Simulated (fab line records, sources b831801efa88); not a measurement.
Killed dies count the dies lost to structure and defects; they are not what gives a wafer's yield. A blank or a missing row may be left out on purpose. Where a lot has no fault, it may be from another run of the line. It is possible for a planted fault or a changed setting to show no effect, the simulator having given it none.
Which tool is to blame? + flow gf180mcu + Sampling: 10 lots, 29 wafers, 5 of 602 route steps

== WHAT THE GAUGES READ, wafer by wafer ==
GF_V4_RS_MEAS_24: measurement is done with a four-point probe.
| lot  | measured     | on            | V4_W_RS (ohm/sq)                    |
|------|--------------|---------------|-------------------------------------|
| L408 | day 24 08:14 | film-metro-03 | 0.331 0.328 0.339                   |
| L412 | day 26 10:59 | film-metro-01 | 0.329 0.327 0.329                   |
| L414 | day 27 01:43 | film-metro-02 | 0.335 0.334 0.331                   |
| L416 | day 28 01:50 | film-metro-03 | 0.342 0.339 0.330                   |
| L417 | day 28 09:44 | film-metro-03 | 0.329 0.329 0.332                   |
| L422 | day 29 09:05 | film-metro-02 | 0.329 0.328 0.333                   |
| L423 | day 29 18:16 | film-metro-03 | 0.330 0.330 0.331                   |
| L427 | day 30 16:27 | film-metro-03 | 0.234 0.233 0.234 0.233             |
| L428 | day 31 02:58 | film-metro-01 | 0.230 0.231 0.231 0.231 0.231 0.231 |
| L429 | day 31 05:47 | film-metro-01 | 0.229 0.230 0.233 0.229 0.229 0.232 |

== WHAT TOOL EACH LOT RAN ON (gives the tool, then ch and the chambers of the sampled wafers, and finally the start) ==
| lot  | GF_M4_STRIP_17                       | GF_V4_ETCH_16                      | GF_V4_ETCH_17                                 | GF_V4_CVD_23                  |
|------|--------------------------------------|------------------------------------|-----------------------------------------------|-------------------------------|
| L408 | plasma-asher-03 ch 0,1, day 23 07:05 | rie-diel-03 ch 1,2,3, day 24 07:18 | rie-diel-03 ch 1,2,3, day 24 08:06 or earlier | cvd-w-02 ch 0,1, day 24 08:06 |
| L412 | plasma-asher-02 ch 1, day 25 11:29   | rie-diel-01 ch 0,1,2, day 26 10:06 | rie-diel-01 ch 0,1,2, day 26 10:52 or earlier | cvd-w-01 ch 1, day 26 10:52   |
| L414 | plasma-asher-02 ch 0, day 26 02:47   | rie-diel-01 ch 0,1,3, day 27 00:51 | rie-diel-01 ch 0,1,3, day 27 01:37 or earlier | cvd-w-01 ch 0,1, day 27 01:37 |
| L416 | plasma-asher-02 ch 0,1, day 27 03:17 | rie-diel-01 ch 1,2, day 28 00:54   | rie-diel-01 ch 1,2, day 28 01:42 or earlier   | cvd-w-02 ch 0,1, day 28 01:42 |
| L417 | plasma-asher-01 ch 0,1, day 27 11:29 | rie-diel-01 ch 1,2,3, day 28 08:42 | rie-diel-01 ch 1,2,3, day 28 09:32 or earlier | cvd-w-01 ch 0, day 28 09:32   |
| L422 | plasma-asher-03 ch 0,1, day 28 11:05 | rie-diel-04 ch 0,1,3, day 29 08:11 | rie-diel-04 ch 0,1,3, day 29 08:59 or earlier | cvd-w-01 ch 0,1, day 29 08:59 |
| L423 | plasma-asher-03 ch 0, day 28 21:25   | rie-diel-01 ch 0,2, day 29 17:21   | rie-diel-01 ch 0,2, day 29 18:08 or earlier   | cvd-w-01 ch 1, day 29 18:08   |
| L427 | plasma-asher-02 ch 1, day 29 20:28   | rie-diel-03 ch 0,3, day 30 15:33   | rie-diel-03 ch 0,3, day 30 16:19 or earlier   | cvd-w-01 ch 0, day 30 16:19   |
| L428 | plasma-asher-02 ch 0,1, day 30 06:53 | rie-diel-04 ch 0,2, day 31 02:01   | rie-diel-04 ch 0,2, day 31 02:50 or earlier   | cvd-w-01 ch 0,1, day 31 02:50 |
| L429 | plasma-asher-03 ch 0,1, day 30 09:25 | rie-diel-04 ch 0,2,3, day 31 04:51 | rie-diel-04 ch 0,2,3, day 31 05:39 or earlier | cvd-w-01 ch 0, day 31 05:39   |
- GF_M4_STRIP_17: strips in O2/N2.
- GF_V4_ETCH_16: etches BARC in N2/H2.
- GF_V4_ETCH_17: etches SiO2 in C4F8/O2/Ar, stops on TiN, target depth 630 nm.
- GF_V4_CVD_23: deposits W, target thk 350 nm, time 104.9 s.

== THE ANSWER, worked out from the rows above alone ==
Rule: the usual values come from the lots themselves. The widest of any qualifying gaps counts: lots, ordered by their means at a reading, are off when they make up no more than a third of the lots, leave a main group of 4 or more, and stand apart from it by 3 or more times the standard deviation of that group's means. If all means in a main group match to the digits the tables above print for the reading, that group is not used. A lot without any number at a reading at which 4 lots or more have one is off too. Any other lot the step has rows for is counted as sound.
Off: L427, L428, L429, at GF_V4_RS_MEAS_24 (V4_W_RS). The main group: mean 0.332 ohm/sq, standard deviation 0.0027.
If a tool, at a process step before that reading, ran all the lots that are off and no sound lot after the first of them, it fits. Those tools and the gauges at GF_V4_RS_MEAS_24 are tried in the same way. GF_V4_ETCH_17: start missing for some lots; hours and lot order therefore follow GF_V4_CVD_23. One candidate fits, namely cvd-w-01 at GF_V4_CVD_23. Its last sound lot is L423 (day 29 18:08), its first lot that is off L427 (day 30 16:19): a fault that began between those two fits.

== WHAT THE SIMULATOR PUT IN ==
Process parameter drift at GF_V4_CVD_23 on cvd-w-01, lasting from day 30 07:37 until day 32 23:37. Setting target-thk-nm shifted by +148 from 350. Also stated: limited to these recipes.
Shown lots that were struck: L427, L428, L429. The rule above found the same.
